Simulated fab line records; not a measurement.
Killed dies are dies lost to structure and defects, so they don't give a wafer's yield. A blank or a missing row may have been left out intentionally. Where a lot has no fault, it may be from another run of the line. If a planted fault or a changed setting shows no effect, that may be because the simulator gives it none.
Matching of chambers + flow sky130 + SKY_VIA2_ETCH_15 on rie diel-01 has 4 sister chambers
The step etches SiO2 in C4F8/O2/Ar, stops on TiN, target depth 546 nm, time 84 s. 8 wafers are shown with their chamber, then 8 later ones without.

== EACH WAFER AND ITS CHAMBER ==
| wafer  | chamber | oes product au (a.u.) |
|--------|---------|-----------------------|
| L083.3 | 0       | 0.944                 |
| L085.1 | 0       | 0.939                 |
| L086.2 | 2       | 0.945                 |
| L086.4 | 3       | 0.931                 |
| L088.4 | 1       | 0.944                 |
| L088.5 | 2       | 0.943                 |
| L088.6 | 1       | 0.938                 |
| L089.1 | 3       | 0.939                 |

== WAFERS WITH NO CHAMBER GIVEN ==
| wafer  | oes product au (a.u.) |
|--------|-----------------------|
| L089.2 | 0.929                 |
| L089.4 | 0.947                 |
| L090.1 | 0.948                 |
| L090.4 | 0.941                 |
| L090.6 | 0.937                 |
| L093.3 | 0.938                 |
| L093.4 | 0.929                 |
| L093.5 | 0.946                 |

== WHICH CHAMBER EACH ONE RAN IN ==
| wafer  | from the rows above               | in truth |
|--------|-----------------------------------|----------|
| L089.2 | can't be placed: 3 or 1 or 0      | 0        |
| L089.4 | can't be placed: 2 or 0 or 1      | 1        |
| L090.1 | can't be placed: 2 or 0 or 1      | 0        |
| L090.4 | can't be placed: 1 or 0 or 2 or 3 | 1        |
| L090.6 | can't be placed: 3 or 1 or 0 or 2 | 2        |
| L093.3 | can't be placed: 3 or 1 or 0 or 2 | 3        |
| L093.4 | can't be placed: 3 or 1 or 0      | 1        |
| L093.5 | can't be placed: 2 or 0 or 1      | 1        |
0 of 8 placed correctly. From these rows, 8 cannot be placed; in 8 the true chamber is one of the candidates. 0 placed wrongly.
How it was worked out, from the rows above alone: a wafer's distance from a chamber is the root of the sum, over the readings, of the square of ((its reading less the chamber's mean) divided by the reading's scatter). If the next closest chamber is less than 2 further off than the closest, the wafer can't be placed; otherwise it belongs to the closest. For every chamber, the mean is computed from those of its wafers that are shown. The scatter: take each reading less its chamber's mean, square it, sum over the shown wafers, divide by the number of wafers less the number of chambers, and take the root.
